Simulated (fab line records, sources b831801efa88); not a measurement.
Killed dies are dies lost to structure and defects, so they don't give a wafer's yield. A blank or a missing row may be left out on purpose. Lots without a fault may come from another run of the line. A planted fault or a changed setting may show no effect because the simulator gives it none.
fab line records | flow sky130
record lots=10 wafers=30 last_day=50
route steps=708 shown METAL4@599 VIA4@642 PAD_OPEN@708
lots that met no fault: from a run of the same line without faults
start_h: hours from the record's first day to the start of the lot's first wafer shown | wait_h: hours since the lot's step before | " the same as in the row above | L1.1+2: a row that stands for several wafers | - no value, or no start given | * or withheld: withheld | < > ~ a bound
route shown NAME@n: a module of which the file shows steps, and the number in the route of the first | usual: mean/standard deviation of fault-free wafers | same: alike in all rows | chamber/n: place in a boat | sites: the reading at each site | _std_site: their standard deviation | _edge_site: outer sites' mean less inner sites' | radius_mm: how far each site lies from the wafer's centre | mask NAME#n: copy n | behind: the tool/chamber that last shaped the wafer | hold: why the lot was held/for how many hours/how that ended | device: the transistor (n, p or np) that didn't switch | end of line: the same wafers' tests at the end of the route | a step without rows: its recipe alone | killed: dies lost to structure and defects at the first sort, not the wafer's yield | map: a wafer's dies, x killed, . not, _ none there
set.NAME: the setting as run; set.NAME@STEP: as run at that earlier step | model.NAME: the simulator's own value behind a step, which no gauge read
steps of the route over a sample of lots; a table a step, a row a wafer
services: from which hour (start_h, from the record's first day; less than 0 if before it) a tool's chamber was out of use, for how many hours, and why
## steps
# step SKY_METAL4_SPUTTER_01
# recipe material=TiN target_thk_nm=20 power_w=6500 time_s=16.7 chamber_pressure_pa=0.4
# usual throttle_valve_pct=30.0/1.6
# columns lot.wafer tool chamber start_h wait_h throttle_valve_pct
L725.2 pvd_sputter-03 - 936.51 0.0 32.1
L725.3 " - " " 27.4
L725.6 " - " " 27.6
L726.1 pvd_sputter-04 - 944.31 0.0 30.9
L726.2 " - " " 31.2
L726.5 " - " " 28.2
L730.3 pvd_sputter-04 - 972.81 0.0 31.2
L730.4 " - " " 30.9
L730.6 " - " " 31.3
L732.1 pvd_sputter-04 - 985.06 0.0 30.7
L732.4 " - " " 31.3
L732.6 " - " " 28.1
L733.2 pvd_sputter-04 - 1007.05 0.0 30.9
L733.3 " - " " 31.4
L733.5 " - " " 28.3
L739.1 pvd_sputter-01 - 1037.31 0.0 29.4
L739.2 " - " " 31.7
L739.5 " - " " 30.0
L743.3 pvd_sputter-04 - 1055.62 0.0 28.3
L743.4 " - " " 31.5
L743.5 " - " " 31.5
L744.2 pvd_sputter-03 - 1066.16 0.0 27.6
L744.4 " - " " 29.1
L744.6 " - " " 27.2
L746.1 pvd_sputter-04 - 1083.07 0.0 28.2
L746.4 " - " " 31.2
L746.5 " - " " 28.2
L747.3 pvd_sputter-03 - 1089.12 0.0 32.1
L747.4 " - " " 27.4
L747.6 " - " " 27.5
# step SKY_METAL4_SPUTTER_03
# recipe material=Ti target_thk_nm=5 power_w=3000 time_s=3.3 chamber_pressure_pa=0.4
# usual throttle_valve_pct=29.9/1.6
# columns lot.wafer tool chamber start_h wait_h throttle_valve_pct
L725.2 pvd_sputter-03 - 936.57 0.0 32.0
L725.3 " - " " 27.3
L725.6 " - " " 27.4
L726.1 pvd_sputter-04 - 944.37 0.0 30.7
L726.2 " - " " 31.0
L726.5 " - " " 28.0
L730.3 pvd_sputter-04 - 972.87 0.0 31.3
L730.4 " - " " 31.0
L730.6 " - " " 31.4
L732.1 pvd_sputter-04 - 985.12 0.0 30.6
L732.4 " - " " 31.3
L732.6 " - " " 28.1
L733.2 pvd_sputter-04 - 1007.12 0.0 30.8
L733.3 " - " " 31.2
L733.5 " - " " 28.2
L739.1 pvd_sputter-01 - 1037.37 0.0 29.4
L739.2 " - " " 31.5
L739.5 " - " " 30.1
L743.3 pvd_sputter-04 - 1055.69 0.0 28.0
L743.4 " - " " 31.7
L743.5 " - " " 31.6
L744.2 pvd_sputter-03 - 1066.22 0.0 27.4
L744.4 " - " " 29.2
L744.6 " - " " 27.3
L746.1 pvd_sputter-04 - 1083.13 0.0 28.1
L746.4 " - " " 31.4
L746.5 " - " " 28.0
L747.3 pvd_sputter-03 - 1089.18 0.0 31.8
L747.4 " - " " 27.3
L747.6 " - " " 27.6
# step SKY_VIA4_BOW_MEAS_03
# recipe mode=bow
# usual VIA4_BOW=81/8.4
# columns lot.wafer tool chamber start_h wait_h VIA4_BOW[um]
L725.2 film_metro-02 - 987.05 0.3 67
L725.3 " - " " 79
L725.6 " - " " 90
L726.1 film_metro-04 - 994.81 0.2 99
L726.2 " - " " 91
L726.5 " - " " 97
L730.3 film_metro-02 - 1022.42 0.1 88
L730.4 " - " " 93
L730.6 " - " " 76
L732.1 film_metro-02 - 1034.16 0.2 77
L732.4 " - " " 80
L732.6 " - " " 90
L733.2 film_metro-02 - 1055.07 0.1 91
L733.3 " - " " 80
L733.5 " - " " 84
L739.1 film_metro-01 - 1083.34 0.2 80
L739.2 " - " " 75
L739.5 " - " " 73
L743.3 film_metro-02 - 1101.63 0.2 62
L743.4 " - " " 74
L743.5 " - " " 75
L744.2 film_metro-01 - 1111.54 0.2 99
L744.4 " - " " 90
L744.6 " - " " 71
L746.1 film_metro-04 - 1125.48 0.1 71
L746.4 " - " " 77
L746.5 " - " " 75
L747.3 film_metro-02 - 1131.58 0.2 80
L747.4 " - " " 86
L747.6 " - " " 88
# step SKY_VIA4_CVD_18
# recipe material=W target_thk_nm=505 time_s=152.14 temp_c=400 pressure_torr=40
# usual heater_power_outer_w=521/32 heater_power_w=875/19 susceptor_temp_C=399.98/0.19
# columns lot.wafer tool chamber start_h wait_h heater_power_outer_w heater_power_w susceptor_temp_C
L725.2 cvd_w-01 0 1010.73 0.0 558 894 400.00
L725.3 " 0 " " 531 872 399.67
L725.6 " 0 " " 557 875 400.00
L726.1 cvd_w-02 0 1018.99 0.0 476 834 399.72
L726.2 " 1 " " 491 871 400.24
L726.5 " 1 " " 477 883 400.19
L730.3 cvd_w-01 1 1045.79 0.1 511 866 399.95
L730.4 " 0 " " 553 875 399.83
L730.6 " 1 " " 524 862 399.68
L732.1 cvd_w-02 1 1057.31 0.0 486 873 400.10
L732.4 " 0 " " 483 857 400.04
L732.6 " 1 " " 474 873 399.92
L733.2 cvd_w-02 0 1076.81 0.0 480 849 399.85
L733.3 " 1 " " 479 884 399.73
L733.5 " 1 " " 488 889 399.93
L739.1 cvd_w-02 0 1104.67 0.0 421 744 379.07
L739.2 " 1 " " 483 887 400.21
L739.5 " 0 " " 425 736 379.04
L743.3 cvd_w-02 0 1122.49 0.1 415 744 379.00
L743.4 " 1 " " 481 889 400.19
L743.5 " 1 " " 490 865 399.89
L744.2 cvd_w-01 1 1132.31 0.0 528 887 399.90
L744.4 " 1 " " 523 888 400.04
L744.6 " 1 " " 517 884 399.95
L746.1 cvd_w-01 1 1145.38 0.0 536 894 399.99
L746.4 " 1 " " 530 876 399.95
L746.5 " 0 " " 577 894 399.74
L747.3 cvd_w-01 0 1151.02 0.1 560 886 400.30
L747.4 " 1 " " 529 878 399.84
L747.6 " 0 " " 555 903 400.23
# step SKY_VIA4_RS_MEAS_19
# recipe thk_meas_gauge=four-point-probe reads=W_of_VIA4_CVD_18+TiN_of_VIA4_SPUTTER_17
# usual VIA4_W_RS=0.2271/0.002
# columns lot.wafer tool chamber start_h wait_h VIA4_W_RS[ohm/sq]
L725.2 film_metro-04 - 1010.90 0.1 0.2238
L725.3 " - " " 0.2263
L725.6 " - " " 0.2255
L726.1 film_metro-02 - 1019.14 0.1 0.2303
L726.2 " - " " 0.2280
L726.5 " - " " 0.2268
L730.3 film_metro-02 - 1045.93 0.1 0.2271
L730.4 " - " " 0.2265
L730.6 " - " " 0.2281
L732.1 film_metro-04 - 1057.46 0.1 0.2267
L732.4 " - " " 0.2261
L732.6 " - " " 0.2308
L733.2 film_metro-02 - 1076.98 0.1 0.2276
L733.3 " - " " 0.2290
L733.5 " - " " 0.2275
L739.1 film_metro-02 - 1104.82 0.1 0.3350
L739.2 " - " " 0.2259
L739.5 " - " " 0.3351
L743.3 film_metro-01 - 1122.63 0.1 0.3374
L743.4 " - " " 0.2279
L743.5 " - " " 0.2274
L744.2 film_metro-01 - 1132.48 0.1 0.2303
L744.4 " - " " 0.2292
L744.6 " - " " 0.2315
L746.1 film_metro-01 - 1145.53 0.1 0.2268
L746.4 " - " " 0.2268
L746.5 " - " " 0.2241
L747.3 film_metro-02 - 1151.16 0.1 0.2248
L747.4 " - " " 0.2253
L747.6 " - " " 0.2258
# step SKY_VIA4_THK_MEAS_20
# recipe thk_meas_gauge=xrf reads=W_of_VIA4_CVD_18
# usual VIA4_W_THK=492/5.2
# columns lot.wafer tool chamber start_h wait_h VIA4_W_THK[nm]
L725.2 film_metro-04 - 1011.01 0.1 502
L725.3 " - " " 495
L725.6 " - " " 495
L726.1 film_metro-02 - 1019.26 0.1 485
L726.2 " - " " 491
L726.5 " - " " 496
L730.3 film_metro-02 - 1046.03 0.1 488
L730.4 " - " " 493
L730.6 " - " " 487
L732.1 film_metro-04 - 1057.58 0.1 491
L732.4 " - " " 491
L732.6 " - " " 482
L733.2 film_metro-02 - 1077.09 0.1 491
L733.3 " - " " 485
L733.5 " - " " 487
L739.1 film_metro-02 - 1104.94 0.1 335
L739.2 " - " " 496
L739.5 " - " " 336
L743.3 film_metro-01 - 1122.73 0.1 336
L743.4 " - " " 490
L743.5 " - " " 491
L744.2 film_metro-01 - 1132.59 0.1 490
L744.4 " - " " 488
L744.6 " - " " 486
L746.1 film_metro-01 - 1145.65 0.1 497
L746.4 " - " " 496
L746.5 " - " " 503
L747.3 film_metro-02 - 1151.26 0.1 498
L747.4 " - " " 497
L747.6 " - " " 498
# step SKY_VIA4_CMP_21
# recipe stop_on=SiO2 t_overpolish_s=25 down_force_psi=3.5 platen_rpm=60 target_thk_nm=0 pad_velocity_m_s=0.94248
# usual motor_current_A=11.1/0.6 slurry_flow_ml_min=150.0/0.44 time_to_endpoint_s=120/3.3
# columns lot.wafer tool chamber start_h wait_h motor_current_A slurry_flow_ml_min time_to_endpoint_s
L725.3 cmp-02 0 1011.16 0.1 11.9 150.0 123
L725.2 " 1 " " 10.3 150.8 125
L725.6 " 3 " " 9.3 150.7 121
L726.1 cmp-01 1 1019.32 0.1 11.6 150.0 116
L726.2 " 3 " " 11.4 149.6 120
L726.5 " 2 " " 10.5 150.5 121
L730.4 cmp-01 0 1046.07 0.0 11.2 150.1 119
L730.3 " 1 " " 11.4 151.2 123
L730.6 " 1 " " 11.6 150.7 119
L732.4 cmp-01 0 1057.64 0.0 11.2 150.1 119
L732.1 " 3 " " 10.9 150.0 119
L732.6 " 0 " " 11.0 150.0 115
L733.3 cmp-02 1 1077.24 0.1 10.2 150.7 117
L733.2 " 2 " " 11.7 149.8 116
L733.5 " 3 " " 9.8 150.5 121
L739.2 cmp-01 3 1105.00 0.0 10.9 150.2 122
L739.1 " 0 " " 11.0 149.6 86
L739.5 " 0 " " 12.0 149.8 85
L743.3 cmp-01 1 1122.77 0.0 11.2 149.9 80
L743.4 " 0 " " 11.6 150.6 123
L743.5 " 1 " " 11.1 149.2 120
L744.4 cmp-01 3 1132.64 0.0 10.6 150.2 117
L744.2 " 1 " " 11.6 149.9 121
L744.6 " 3 " " 11.1 149.6 116
L746.1 cmp-01 1 1145.81 0.1 11.2 150.1 125
L746.4 " 2 " " 11.2 149.3 125
L746.5 " 3 " " 11.5 150.0 121
L747.3 cmp-01 2 1151.30 0.0 10.8 150.7 116
L747.4 " 3 " " 10.9 149.9 122
L747.6 " 3 " " 10.6 150.2 120
# step SKY_PAD_OPEN_PROBE_99
# usual defect_limited_yield=82.6/1.7 killed_at_M0_to_M3=43/6.5 killed_at_M4_up=3.2/1.9 killed_at_contacts=25/5.5 killed_at_front_end=14/4.2 killed_at_other=0.2/0.44 killed_dies=85/8.5 killed_open=47/7 killed_short=39/6.3 sort_bin_3_pad_short=0.9/0.46 sort_bin_5_function=10.3/1.4 sort_bin_6_memory=6.2/1.2 sort_n_pass=407/8.5 sort_yield_pct=82.6/1.7
# same gross_dies=492 killed_at_back_side=0 sort_bin_4_leakage[%]=0 sort_bin_8_speed[%]=0
# columns lot.wafer tool chamber start_h wait_h defect_limited_yield[%] killed_at_M0_to_M3 killed_at_M4_up killed_at_contacts killed_at_front_end killed_at_other killed_dies killed_open killed_short sort_bin_3_pad_short[%] sort_bin_5_function[%] sort_bin_6_memory[%] sort_n_pass sort_yield_pct[%]
L733.2 prober-01 - 1141.33 0.1 83.5 36 5 27 12 1 81 53 28 0.4 9.8 6.3 411 83.5
# killed by level:class
L733.2 LI_CONTACT:geometric_particle:open=14 VIA2:geometric_particle:open=11 CONTACT:geometric_particle:open=8 VIA3:geometric_particle:open=6 METAL2:geometric_particle:short=5 POLY_GATE:geometric_particle:open=4 POLY_GATE:geometric_particle:short=4 VIA1:geometric_particle:open=3
## services
# columns tool chamber start_h hours kind
cmp-01 - 916.05 - consumable_replace:conditioner
cvd_w-01 - 935.28 0.7 repair
cvd_w-02 0 984.26 32.9 repair
cmp-01 - 997.22 1.6 repair
cmp-02 - 998.89 6.8 pm
cmp-01 - 1013.63 4.2 pm
cmp-01 - 1020.90 1.5 repair
pvd_sputter-03 - 1025.08 1.1 repair
cvd_w-01 0 1026.69 7.2 repair
pvd_sputter-04 3 1055.75 - consumable_replace:kit
pvd_sputter-04 3 1055.75 18.0 scheduled_down
pvd_sputter-04 3 1055.75 18.0 vent_cycle
cmp-01 - 1068.94 1.6 repair
cmp-02 - 1084.00 4.0 pm
cmp-02 - 1085.06 1.2 repair
cvd_w-01 0 1087.71 4.6 repair
cvd_w-01 1 1095.64 14.7 repair
cvd_w-01 - 1097.16 2.8 pm
pvd_sputter-03 - 1108.24 7.5 repair
pvd_sputter-01 - 1111.41 2.5 repair
pvd_sputter-01 - 1111.76 4.6 repair
pvd_sputter-04 2 1151.00 - consumable_replace:kit
pvd_sputter-04 2 1151.00 18.0 scheduled_down
pvd_sputter-04 2 1151.00 18.0 vent_cycle
## key
first_sign step=SKY_VIA4_CVD_18 reading=susceptor_temp_C direction=down sigmas=99+ usual=* struck=*
effect step=SKY_VIA4_CVD_18 reading=heater_power_w direction=down sigmas=6.9 usual=* struck=*
effect step=SKY_VIA4_RS_MEAS_19 reading=VIA4_W_RS direction=up sigmas=53 usual=0.2271 struck=0.3358
effect step=SKY_VIA4_THK_MEAS_20 reading=VIA4_W_THK direction=down sigmas=30 usual=492 struck=336
effect step=SKY_VIA4_CMP_21 reading=time_to_endpoint_s direction=down sigmas=11 usual=* struck=*
met_at SKY_VIA4_CVD_18
struck_lots L739,L743
struck_wafers L739.1,L739.5,L743.3
not_acting_at SKY_METAL4_SPUTTER_01,SKY_METAL4_SPUTTER_03,SKY_VIA4_BOW_MEAS_03
onset_between 1076.81 1104.67
fault kind=process_parameter_drift tool=cvd_w-02 chamber=0 onset_h=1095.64 steps=SKY_VIA4_CVD_18 channel=temp_c offset=* shape=step end_h=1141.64 acts_in=* stated=*
